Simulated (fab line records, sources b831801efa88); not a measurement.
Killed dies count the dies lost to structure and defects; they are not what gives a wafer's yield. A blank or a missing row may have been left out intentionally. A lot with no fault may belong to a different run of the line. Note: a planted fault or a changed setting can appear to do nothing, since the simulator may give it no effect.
The same fault as seen by 2 desks    flow sky130    what lay behind the numbers comes last; until then each desk has only its own

== THE METROLOGY DESK ==
What the gauges read, lot by lot, whatever tool the lot ran on: means of the sampled wafers that have a number. The brackets show how far a lot's mean lies from the usual mean; more than 4 standard deviations puts the lot out of limits, marked OUT.
Columns: A = VIA1_W_RS at SKY_VIA1_RS_MEAS_22, usual 0.424 ohm/sq; B = VIA1_W_THK at SKY_VIA1_THK_MEAS_23, usual 272 nm; C = METAL2_ALCU_RS at SKY_METAL2_RS_MEAS_05, usual 0.1269 ohm/sq; D = METAL2_ALCU_THK at SKY_METAL2_THK_MEAS_06, usual 252.4 nm; E = cd nm at SKY_METAL2_CD_MEAS_15, usual 140.0 nm; F = METAL2_OVL at SKY_METAL2_OVL_MEAS_16, usual 0 nm
lot   first seen here  A      B    C       D      E      F
L149  day 34 19:17     0.433  266  0.1275  251.1  141.1  -1
L156  day 36 13:58     0.423  275  0.1293  247.8  139.5  1
L154  day 36 14:55     0.419  276  0.1288  250.0  141.0  -0
L155  day 36 16:53     0.424  273  0.1288  248.5  140.1  3
L164  day 39 15:56     0.425  272  0.1263  252.7  139.3  15
L170  day 40 20:58     0.417  280  0.1276  250.0  140.6  5
Finding of this desk: none of the 6 lots has anything out of limits.

== FOR THE TOOL OWNER'S DESK: pvd sputter-03 ==
The tool's own readings at SKY_METAL2_SPUTTER_02 (material AlCu, target thk 250 nm, time 13.3 s): means of the sampled wafers that have a number, for each lot that ran on this tool. The brackets show how far a lot's mean lies from the usual mean; more than 4 standard deviations puts the lot out of limits, marked OUT.
Columns: A = cathode dc power W at SKY_METAL2_SPUTTER_02, usual 10600 W; B = chamber pressure pa at SKY_METAL2_SPUTTER_02, usual 0.4001 Pa; C = throttle valve pct at SKY_METAL2_SPUTTER_02, usual 30.6 %
lot   first seen here  A                        B       C
L149  day 34 19:48     10600                    0.4002  31.4
L156  day 36 14:29     10328 (-99 or more) OUT  0.4004  31.1
L155  day 36 17:24     10327 (-99 or more) OUT  0.4001  31.1
This desk's verdict: out of limits on L155, L156, starting with L156 at day 36 14:29 (cathode dc power W at SKY_METAL2_SPUTTER_02). In limits: L149.

== TAKEN TOGETHER ==
An alarm could have come from the tool owner's desk at day 36 14:29, on L155, L156.
From the metrology desk's view, nothing was out of limits.
The metrology desk holds a record of L155, L156, inside its limits.
The lots listed all ran SKY_METAL2_SPUTTER_02 on pvd sputter-03.

== WHAT WAS PUT IN BY THE SIMULATOR ==
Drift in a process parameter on pvd sputter-03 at SKY_METAL2_SPUTTER_02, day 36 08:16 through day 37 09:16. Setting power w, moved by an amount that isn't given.
Struck lots among those shown: L155, L156.
Time in hours from fault onset to the first out-of-limits reading at each desk: the tool owner's desk, 6.
